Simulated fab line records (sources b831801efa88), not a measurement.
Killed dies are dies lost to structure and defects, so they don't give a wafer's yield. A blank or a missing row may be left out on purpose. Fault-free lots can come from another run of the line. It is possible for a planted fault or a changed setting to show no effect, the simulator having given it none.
fab line records | flow sky130
[record] lots = 14 | wafers = 42 | last-day = 50
route steps=708 shown SONOS_ONO@184 METAL2@498 VIA2@520 CAP2M@604 PAD_OPEN@708
lots that met no fault: from a run of the same line without faults
start-h: the number of hours between the record's first day and the start of the first shown wafer of the lot | wait-h: time in hours since the lot's previous step | " as in the row above | L1.1+2: one row covering several wafers at once | - no value present, or no start provided | * or withheld: withheld | < > ~ a bound
route shown NAME@n: NAME is a module with steps in the file, n the number in the route of the first one | usual: mean/standard deviation of fault-free wafers | same: alike in all rows | chamber/n: place in a boat | sites: per-site readings | _std_site: how widely they spread, as a standard deviation | _edge_site: outer sites' mean less inner sites' | radius-mm: how far each site lies from the wafer's centre | mask NAME#n: copy n | behind: the tool/chamber that last shaped the wafer | hold: reason for holding the lot/hours on hold/outcome of the hold | device: the n, p or np transistor that did not switch | end of line: the same wafers' tests at the end of the route | a step given without rows: its recipe and nothing more | killed: at the first sort, the dies lost to defects and structure; wafer yield is something else | map: the dies of a wafer, with x for killed, . for not killed, _ for no die there
set.NAME: setting as actually run; set.NAME@STEP: the setting as run at that earlier step | model.NAME: the simulator's own value behind a step, which no gauge read
the route's steps for a sample of lots (tables are steps, rows are wafers)
[[steps]]
[step SKY_SONOS_ONO_WET_ETCH_16]
[recipe] chemistry = dHF | target-depth-nm = 14 | dry = n2-spin | target = SiO2 | dilution = 100:1 | temp-c = 26.11 | time-s = 280
lot.wafer  | tool         | chamber | start-h | wait-h
L230.1+3+5 | wet-bench-03 | 0       | 286.46  | 0.0
L232.2+3+4 | wet-bench-02 | 0       | 300.11  | 0.0
L233.2+4+6 | wet-bench-04 | 3       | 315.04  | 0.0
L234.2+3+5 | wet-bench-02 | 2       | 315.34  | 0.0
L236.2+4+5 | wet-bench-02 | 0       | 328.90  | 0.0
L237.1+2+6 | wet-bench-04 | 2       | 332.40  | 0.0
L238.1+4+6 | wet-bench-04 | 0       | 345.61  | 0.0
L243.3+4+6 | wet-bench-02 | 1       | 390.51  | 0.0
L244.1+3+5 | wet-bench-03 | 0       | 406.06  | 0.0
L246.1+2+5 | wet-bench-04 | 0       | 407.40  | 0.0
L247.2+5+6 | wet-bench-02 | 3       | 420.91  | 0.0
L248.1+3+4 | wet-bench-02 | 0       | 421.21  | 0.0
L252.3+5+6 | wet-bench-04 | 2       | 462.40  | 0.0
L253.2+4+6 | wet-bench-04 | 1       | 471.14  | 0.0
[step SKY_METAL2_CD_MEAS_15]
[recipe] target-cd-nm = 140
[usual] cd-nm = 140.1/1.8
lot.wafer | tool      | chamber | start-h | wait-h | cd-nm
L232.2    | cd-sem-01 | -       | 863.84  | -      | 139.1
L232.3    | "         | -       | "       | "      | 138.8
L232.4    | "         | -       | "       | "      | 139.4
L230.1    | cd-sem-01 | -       | 864.77  | -      | 141.0
L230.3    | "         | -       | "       | "      | 142.8
L230.5    | "         | -       | "       | "      | 142.8
L234.2    | cd-sem-02 | -       | 864.99  | -      | 138.8
L234.3    | "         | -       | "       | "      | 137.7
L234.5    | "         | -       | "       | "      | 136.1
L233.2    | cd-sem-02 | -       | 865.34  | -      | 139.3
L233.4    | "         | -       | "       | "      | 139.5
L233.6    | "         | -       | "       | "      | 140.2
L236.2    | cd-sem-01 | -       | 865.50  | -      | 137.0
L236.4    | "         | -       | "       | "      | 135.5
L236.5    | "         | -       | "       | "      | 137.0
L237.1    | cd-sem-02 | -       | 865.72  | -      | 139.3
L237.2    | "         | -       | "       | "      | 138.7
L237.6    | "         | -       | "       | "      | 138.8
L238.1    | cd-sem-02 | -       | 889.67  | -      | 142.6
L238.4    | "         | -       | "       | "      | 140.5
L238.6    | "         | -       | "       | "      | 140.8
L243.3    | cd-sem-01 | -       | 916.78  | -      | 143.4
L243.4    | "         | -       | "       | "      | 142.5
L243.6    | "         | -       | "       | "      | 143.0
L246.1    | cd-sem-01 | -       | 940.98  | -      | 141.6
L246.2    | "         | -       | "       | "      | 141.7
L246.5    | "         | -       | "       | "      | 141.4
L244.1    | cd-sem-02 | -       | 941.68  | -      | 140.3
L244.3    | "         | -       | "       | "      | 139.1
L244.5    | "         | -       | "       | "      | 137.9
L248.1    | cd-sem-01 | -       | 943.28  | -      | 138.0
L248.3    | "         | -       | "       | "      | 137.8
L248.4    | "         | -       | "       | "      | 139.0
L247.2    | cd-sem-01 | -       | 944.25  | -      | 140.2
L247.5    | "         | -       | "       | "      | 139.1
L247.6    | "         | -       | "       | "      | 139.7
L252.3    | cd-sem-02 | -       | 974.11  | -      | 140.2
L252.5    | "         | -       | "       | "      | 140.1
L252.6    | "         | -       | "       | "      | 141.4
L253.2    | cd-sem-02 | -       | 975.95  | -      | 139.3
L253.4    | "         | -       | "       | "      | 140.0
L253.6    | "         | -       | "       | "      | 140.1
[step SKY_VIA2_OVL_MEAS_13]
[usual] VIA2_OVL = -4/4.6
lot.wafer | tool       | chamber | start-h | wait-h | VIA2_OVL[nm]
L232.2    | overlay-01 | -       | 890.96  | 0.1    | -4
L232.3    | "          | -       | "       | "      | -1
L232.4    | "          | -       | "       | "      | 2
L230.1    | overlay-02 | -       | 891.93  | 0.1    | -3
L230.3    | "          | -       | "       | "      | -5
L230.5    | "          | -       | "       | "      | -8
L234.2    | overlay-01 | -       | 892.29  | 0.1    | -5
L234.3    | "          | -       | "       | "      | -7
L234.5    | "          | -       | "       | "      | -4
L233.2    | overlay-01 | -       | 892.79  | 0.1    | -1
L233.4    | "          | -       | "       | "      | -3
L233.6    | "          | -       | "       | "      | -5
L236.2    | overlay-01 | -       | 892.99  | 0.1    | -4
L236.4    | "          | -       | "       | "      | -1
L236.5    | "          | -       | "       | "      | -6
L237.1    | overlay-01 | -       | 893.14  | 0.1    | -5
L237.2    | "          | -       | "       | "      | -1
L237.6    | "          | -       | "       | "      | 2
L238.1    | overlay-01 | -       | 916.49  | 0.1    | -4
L238.4    | "          | -       | "       | "      | -9
L238.6    | "          | -       | "       | "      | -4
L243.3    | overlay-02 | -       | 943.25  | 0.1    | -8
L243.4    | "          | -       | "       | "      | -1
L243.6    | "          | -       | "       | "      | 3
L246.1    | overlay-01 | -       | 966.25  | 0.1    | -10
L246.2    | "          | -       | "       | "      | -10
L246.5    | "          | -       | "       | "      | 1
L244.1    | overlay-02 | -       | 968.15  | 0.1    | -7
L244.3    | "          | -       | "       | "      | -3
L244.5    | "          | -       | "       | "      | -4
L248.1    | overlay-02 | -       | 969.70  | 0.1    | -4
L248.3    | "          | -       | "       | "      | 6
L248.4    | "          | -       | "       | "      | 0
L247.2    | overlay-01 | -       | 970.11  | 0.1    | -2
L247.5    | "          | -       | "       | "      | 1
L247.6    | "          | -       | "       | "      | -6
L252.3    | overlay-02 | -       | 999.15  | 0.1    | -2
L252.5    | "          | -       | "       | "      | -6
L252.6    | "          | -       | "       | "      | -10
L253.2    | overlay-02 | -       | 1000.96 | 0.1    | -9
L253.4    | "          | -       | "       | "      | -6
L253.6    | "          | -       | "       | "      | -7
[step SKY_CAP2M_THK_MEAS_01]
[recipe] reads = SiO2_of_CAP2M_CVD_00
[usual] CAP2M_CVD_00_THK = 15.50/0.27
lot.wafer | tool          | chamber | start-h | wait-h | CAP2M_CVD_00_THK[nm]
L232.2    | film-metro-03 | -       | 970.43  | -      | 15.46
L232.3    | "             | -       | "       | "      | 15.42
L232.4    | "             | -       | "       | "      | 16.05
L230.1    | film-metro-04 | -       | 972.51  | -      | 14.91
L230.3    | "             | -       | "       | "      | 15.33
L230.5    | "             | -       | "       | "      | 15.26
L234.2    | film-metro-02 | -       | 972.90  | -      | 15.47
L234.3    | "             | -       | "       | "      | 15.16
L234.5    | "             | -       | "       | "      | 15.61
L233.2    | film-metro-04 | -       | 973.30  | -      | 15.43
L233.4    | "             | -       | "       | "      | 15.68
L233.6    | "             | -       | "       | "      | 15.62
L236.2    | film-metro-03 | -       | 973.50  | -      | 15.22
L236.4    | "             | -       | "       | "      | 15.21
L236.5    | "             | -       | "       | "      | 15.59
L237.1    | film-metro-02 | -       | 973.95  | -      | 15.21
L237.2    | "             | -       | "       | "      | 15.02
L237.6    | "             | -       | "       | "      | 15.62
L238.1    | film-metro-02 | -       | 994.87  | -      | 15.20
L238.4    | "             | -       | "       | "      | 15.57
L238.6    | "             | -       | "       | "      | 15.53
L243.3    | film-metro-02 | -       | 1021.29 | -      | 15.68
L243.4    | "             | -       | "       | "      | 15.88
L243.6    | "             | -       | "       | "      | 15.94
L246.1    | film-metro-02 | -       | 1040.87 | -      | 15.57
L246.2    | "             | -       | "       | "      | 15.51
L246.5    | "             | -       | "       | "      | 15.76
L244.1    | film-metro-02 | -       | 1043.94 | -      | 15.07
L244.3    | "             | -       | "       | "      | 15.32
L244.5    | "             | -       | "       | "      | 15.61
L248.1    | film-metro-03 | -       | 1044.94 | -      | 15.94
L248.3    | "             | -       | "       | "      | 15.84
L248.4    | "             | -       | "       | "      | 16.05
L247.2    | film-metro-04 | -       | 1045.25 | -      | 15.77
L247.5    | "             | -       | "       | "      | 15.66
L247.6    | "             | -       | "       | "      | 15.96
L252.3    | film-metro-04 | -       | 1072.18 | -      | 15.50
L252.5    | "             | -       | "       | "      | 15.44
L252.6    | "             | -       | "       | "      | 15.88
L253.2    | film-metro-02 | -       | 1074.67 | -      | 15.25
L253.4    | "             | -       | "       | "      | 15.54
L253.6    | "             | -       | "       | "      | 15.58
[step SKY_PAD_OPEN_PROBE_99]
[usual] killed_at_M0_to_M3 = 42/6.6 | killed_at_M4_up = 3.0/1.7 | killed-at-contacts = 24/5.3 | killed-at-front-end = 15/4.5 | killed-at-other = 0.2/0.49 | killed-dies = 83/9 | killed-on-rim = 16/4 | killed-open = 45/6.9 | killed-short = 38/5.8
[same] gross-dies = 492 | killed-at-back-side = 0
lot.wafer | tool      | chamber | start-h | wait-h | killed_at_M0_to_M3 | killed_at_M4_up | killed-at-contacts | killed-at-front-end | killed-at-other | killed-dies | killed-on-rim | killed-open | killed-short
L230.1    | prober-02 | -       | 1114.76 | 0.1    | 39                 | 3               | 20                 | 17                  | 0               | 79          | 12            | 38          | 41
L230.3    | prober-02 | -       | 1114.86 | 0.2    | 40                 | 4               | 23                 | 18                  | 0               | 85          | 17            | 47          | 38
L230.5    | prober-02 | -       | 1114.96 | 0.2    | 28                 | 1               | 21                 | 12                  | 0               | 62          | 21            | 31          | 31
L233.2    | prober-02 | -       | 1116.63 | 0.3    | 44                 | 2               | 15                 | 10                  | 0               | 71          | 12            | 35          | 36
L233.4    | prober-02 | -       | 1116.73 | 0.4    | 43                 | 6               | 26                 | 11                  | 0               | 86          | 14            | 51          | 35
L233.6    | prober-02 | -       | 1116.83 | 0.4    | 46                 | 3               | 15                 | 9                   | 0               | 73          | 9             | 34          | 39
L244.1    | prober-02 | -       | 1171.08 | 0.1    | 46                 | 2               | 24                 | 12                  | 0               | 84          | 15            | 49          | 35
L244.3    | prober-02 | -       | 1171.18 | 0.2    | 34                 | 5               | 18                 | 17                  | 0               | 74          | 13            | 33          | 41
L244.5    | prober-02 | -       | 1171.28 | 0.2    | 39                 | 4               | 30                 | 11                  | 0               | 84          | 20            | 38          | 46
L248.1    | prober-01 | -       | 1172.24 | 0.1    | 38                 | 1               | 15                 | 58                  | 0               | 112         | 19            | 35          | 31
L248.3    | prober-01 | -       | 1172.34 | 0.2    | 47                 | 4               | 20                 | 60                  | 0               | 131         | 26            | 48          | 35
L248.4    | prober-01 | -       | 1172.39 | 0.2    | 49                 | 2               | 16                 | 59                  | 0               | 126         | 27            | 42          | 35
L247.2    | prober-02 | -       | 1172.70 | 0.1    | 31                 | 1               | 17                 | 51                  | 0               | 100         | 25            | 36          | 30
L247.5    | prober-02 | -       | 1172.85 | 0.2    | 31                 | 6               | 26                 | 47                  | 0               | 110         | 17            | 44          | 27
L247.6    | prober-02 | -       | 1172.90 | 0.2    | 39                 | 3               | 28                 | 48                  | 0               | 118         | 25            | 52          | 30
// killed by level:class
L230.1 METAL2:geometric-particle:short=9 CONTACT:geometric-particle:open=8 METAL1:geometric-particle:short=7 VIA2:geometric-particle:open=7 FIELD_ISO:geometric-particle:short=5 FIELD_ISO:geometric-particle:open=5 VIA3:geometric-particle:open=5 POLY_GATE:geometric-particle:short=4
L230.3 LI_CONTACT:geometric-particle:open=10 VIA1:geometric-particle:open=10 FIELD_ISO:geometric-particle:short=8 CONTACT:geometric-particle:open=6 VIA2:geometric-particle:open=6 METAL1:geometric-particle:short=5 POLY_GATE:geometric-particle:open=5 CONTACT:geometric-particle:short=4
L230.5 CONTACT:geometric-particle:open=8 VIA2:geometric-particle:open=7 CONTACT:geometric-particle:short=6 METAL3:geometric-particle:short=6 FIELD_ISO:geometric-particle:short=3 POLY_GATE:geometric-particle:short=3 POLY_GATE:geometric-particle:open=3 LI_CONTACT:geometric-particle:open=3
L233.2 VIA1:geometric-particle:short=8 VIA2:geometric-particle:open=8 METAL1:geometric-particle:short=6 METAL2:geometric-particle:short=5 FIELD_ISO:geometric-particle:open=4 CONTACT:geometric-particle:short=4 VIA3:geometric-particle:open=4 VIA1:geometric-particle:open=4
L233.4 CONTACT:geometric-particle:open=9 VIA1:geometric-particle:open=9 LI_CONTACT:geometric-particle:open=8 VIA3:geometric-particle:open=5 METAL2:geometric-particle:short=5 METAL1:geometric-particle:short=4 VIA2:geometric-particle:open=4 FIELD_ISO:geometric-particle:short=3
L233.6 METAL1:geometric-particle:short=10 VIA1:geometric-particle:open=10 CONTACT:geometric-particle:open=6 FIELD_ISO:geometric-particle:short=5 LI_CONTACT:geometric-particle:open=5 VIA1:geometric-particle:short=5 VIA2:geometric-particle:open=5 VIA2:geometric-particle:short=4
L244.1 CONTACT:geometric-particle:open=13 VIA1:geometric-particle:open=12 METAL2:geometric-particle:short=6 VIA2:geometric-particle:open=5 METAL1:geometric-particle:short=5 LI_CONTACT:geometric-particle:open=4 LOCAL_INTERCONNECT:geometric-particle:short=4 VIA3:geometric-particle:open=4
L244.3 METAL2:geometric-particle:short=9 POLY_GATE:geometric-particle:short=5 LOCAL_INTERCONNECT:geometric-particle:short=5 CONTACT:geometric-particle:open=5 VIA3:geometric-particle:open=5 POLY_GATE:geometric-particle:open=4 LI_CONTACT:geometric-particle:open=4 METAL1:geometric-particle:short=4
L244.5 LI_CONTACT:geometric-particle:short=9 LI_CONTACT:geometric-particle:open=8 VIA1:geometric-particle:open=7 VIA2:geometric-particle:open=6 METAL3:geometric-particle:short=6 METAL1:geometric-particle:short=5 CONTACT:geometric-particle:open=5 POLY_GATE:geometric-particle:short=4
L248.1 SONOS_ONO:unspecified=46 VIA1:geometric-particle:open=10 VIA2:geometric-particle:open=7 LI_CONTACT:geometric-particle:open=5 VIA1:geometric-particle:short=5 FIELD_ISO:geometric-particle:short=3 POLY_GATE:geometric-particle:short=3 LOCAL_INTERCONNECT:geometric-particle:short=3
L248.3 SONOS_ONO:unspecified=48 VIA1:geometric-particle:open=14 VIA3:geometric-particle:open=8 LOCAL_INTERCONNECT:geometric-particle:short=6 CONTACT:geometric-particle:open=6 LI_CONTACT:geometric-particle:open=5 VIA2:geometric-particle:open=5 VIA1:geometric-particle:short=4
L248.4 SONOS_ONO:unspecified=49 VIA1:geometric-particle:open=10 VIA3:geometric-particle:open=8 METAL2:geometric-particle:short=8 CONTACT:geometric-particle:open=7 LI_CONTACT:geometric-particle:open=5 VIA2:geometric-particle:open=5 METAL3:geometric-particle:short=4
L247.2 SONOS_ONO:unspecified=34 LI_CONTACT:geometric-particle:open=9 VIA1:geometric-particle:open=7 FIELD_ISO:geometric-particle:short=5 VIA1:geometric-particle:short=5 VIA3:geometric-particle:open=5 FIELD_ISO:geometric-particle:open=4 POLY_GATE:geometric-particle:short=4
L247.5 SONOS_ONO:unspecified=39 LI_CONTACT:geometric-particle:open=8 CONTACT:geometric-particle:short=7 CONTACT:geometric-particle:open=7 VIA1:geometric-particle:open=7 METAL1:geometric-particle:open=4 VIA2:geometric-particle:open=4 VIA4:geometric-particle:open=3
L247.6 SONOS_ONO:unspecified=36 CONTACT:geometric-particle:open=14 LI_CONTACT:geometric-particle:open=8 FIELD_ISO:geometric-particle:open=7 VIA1:geometric-particle:open=7 VIA3:geometric-particle:open=7 VIA2:geometric-particle:open=6 METAL2:geometric-particle:short=5
[[key]]
[first-sign] step = SKY_PAD_OPEN_PROBE_99 | reading = killed-at-front-end | direction = up | sigmas = 8.6 | usual = 15 | struck = 54
[effect] step = SKY_PAD_OPEN_PROBE_99 | reading = killed-dies | direction = up | sigmas = 3.6 | usual = 83 | struck = 116
met-at SKY_SONOS_ONO_WET_ETCH_16
struck-lots L247,L248
tester-left-out L247,L248
not-acting-at SKY_METAL2_CD_MEAS_15,SKY_VIA2_OVL_MEAS_13,SKY_CAP2M_THK_MEAS_01
onset-between 390.51 420.91
[fault] kind = chamber-particle-source | tool = wet-bench-02 | chamber = - | onset-h = 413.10 | steps = SKY_SONOS_ONO_WET_ETCH_16 | rate-per-visit-cm2 = 1.9294 | end-h = 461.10
// tester-left-out: of these lots the tester's yield and bins aren't shown, on N5 and GAA mostly nor the transistor test; their killed dies are dies lost to structure and defects alone, not to doping, threshold or leakage, so they don't give the yield
